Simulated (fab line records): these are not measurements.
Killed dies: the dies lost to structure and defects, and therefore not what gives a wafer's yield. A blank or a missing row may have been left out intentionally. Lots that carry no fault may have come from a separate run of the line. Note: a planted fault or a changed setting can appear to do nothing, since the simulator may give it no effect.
Check of tool commonality -- flow gf180mcu -- 11 lots and 33 wafers in the sample

WHAT PROMPTED THE OPENING
Of 11 lots, 2 have the reading NSD_RS flagged at GF_PSD_RS_MEAS_14. No-fault wafers: 46.15 ohm/sq, standard deviation 0.083.
Rule: flag the lot when none of its wafers has a number, or when each of its wafers that has one lies beyond 4 standard deviations from that mean. As for the other lots, they are considered sound.

lot,measured,on,"NSD_RS (ohm/sq), wafer by wafer",flag
L722,day 14 04:34,film_metro-03,46.07 46.19 46.05,
L723,day 14 16:29,film_metro-04,46.21 46.15 45.95,
L724,day 14 19:59,film_metro-01,46.22 46.27 46.16,
L726,day 15 12:31,film_metro-01,46.20 46.19 46.12,
L729,day 16 10:31,film_metro-03,46.11 46.22 46.11,
L730,day 16 18:08,film_metro-01,46.25 46.28 46.19,
L738,day 19 23:36,film_metro-01,43.29 43.22 43.04,FLAGGED
L739,day 20 02:37,film_metro-04,43.26 43.25 43.31,FLAGGED
L743,day 22 07:03,film_metro-01,46.17 46.19 46.21,
L744,day 22 10:37,film_metro-04,46.09 46.20 46.26,
L745,day 22 23:13,film_metro-03,46.14 46.06 45.95,
On average the flagged lots' numbers are 43.23 ohm/sq, which is -2.92 ohm/sq against the usual, or -35 standard deviations.

TOOL THAT RAN EACH LOT
Before the reading, the record contains 2 process steps out of a 602-step route. Every cell lists first the tool, next ch and the chambers used by the sampled wafers, and last the start.
lot,flag,GF_NSD_IMPLANT_10,GF_NSD_STRIP_11
L722,,"implanter-01 ch 0, day 13 07:44","plasma_asher-04 ch 0,1, day 13 07:52"
L723,,"implanter-04 ch 0, day 13 19:35","plasma_asher-02 ch 0,1, day 13 19:43"
L724,,"implanter-01 ch 0, day 13 22:38","plasma_asher-04 ch 0,1, day 13 22:46"
L726,,"implanter-03 ch 0, day 14 14:47","plasma_asher-01 ch 0,1, day 14 14:55"
L729,,"implanter-01 ch 0, day 15 12:08","plasma_asher-01 ch 0,1, day 15 12:17"
L730,,"implanter-03 ch 0, day 15 19:24","plasma_asher-02 ch 0, day 15 19:31"
L738,FLAGGED,"implanter-03 ch 0, day 18 22:14","plasma_asher-02 ch 0,1, day 18 22:23"
L739,FLAGGED,"implanter-03 ch 0, day 19 01:41","plasma_asher-02 ch 0,1, day 19 01:50"
L743,,"implanter-04 ch 0, day 21 07:07","plasma_asher-02 ch 0,1, day 21 07:16"
L744,,"implanter-04 ch 0, day 21 10:19","plasma_asher-04 ch 0,1, day 21 10:28"
L745,,"implanter-03 ch 0, day 21 23:31","plasma_asher-02 ch 0,1, day 21 23:40"
These steps, and what they do:
- GF_NSD_IMPLANT_10
- GF_NSD_STRIP_11: strips in O2/N2.
- GF_PSD_RS_MEAS_14: measures by four-point-probe.

FLAGGED OVER TOTAL, TOOL BY TOOL (the gauges that took the reading come last)
step,tool,lots run,flagged,share of the flagged lots,sound lots run after its first flagged lot
GF_NSD_IMPLANT_10,implanter-01,3,0,none,-
GF_NSD_IMPLANT_10,implanter-03,5,2,all,1 (L745)
GF_NSD_IMPLANT_10,implanter-04,3,0,none,-
GF_NSD_STRIP_11,plasma_asher-01,2,0,none,-
GF_NSD_STRIP_11,plasma_asher-02,6,2,all,"2 (L743,L745)"
GF_NSD_STRIP_11,plasma_asher-04,3,0,none,-
GF_PSD_RS_MEAS_14,film_metro-01,5,1,some,1 (L743)
GF_PSD_RS_MEAS_14,film_metro-03,3,0,none,-
GF_PSD_RS_MEAS_14,film_metro-04,3,1,some,1 (L744)

WHAT THE TABLE ALLOWS
Rows of the table that ran all the flagged lots, 2 in number: implanter-03 at GF_NSD_IMPLANT_10; plasma_asher-02 at GF_NSD_STRIP_11.
- implanter-03 at GF_NSD_IMPLANT_10: 2 of its 5 lots flagged. Lots that were sound ran on it after the first flagged one (L745); a persistent fault on the entire tool would not allow that. Its own readings lie more than 4 standard deviations out on every wafer of the flagged lots: dose_ions_cm2, faraday_current_uA.
- plasma_asher-02 at GF_NSD_STRIP_11: 2 of its 6 lots flagged. Lots that were sound ran on it after the first flagged one (L743, L745); a persistent fault on the entire tool would not allow that. Its own readings lie more than 4 standard deviations out on every wafer of the flagged lots: strip_time_to_endpoint_s.
No row of the table ran every flagged lot and no sound lot after the first.

WHAT THE SIMULATOR PUT IN
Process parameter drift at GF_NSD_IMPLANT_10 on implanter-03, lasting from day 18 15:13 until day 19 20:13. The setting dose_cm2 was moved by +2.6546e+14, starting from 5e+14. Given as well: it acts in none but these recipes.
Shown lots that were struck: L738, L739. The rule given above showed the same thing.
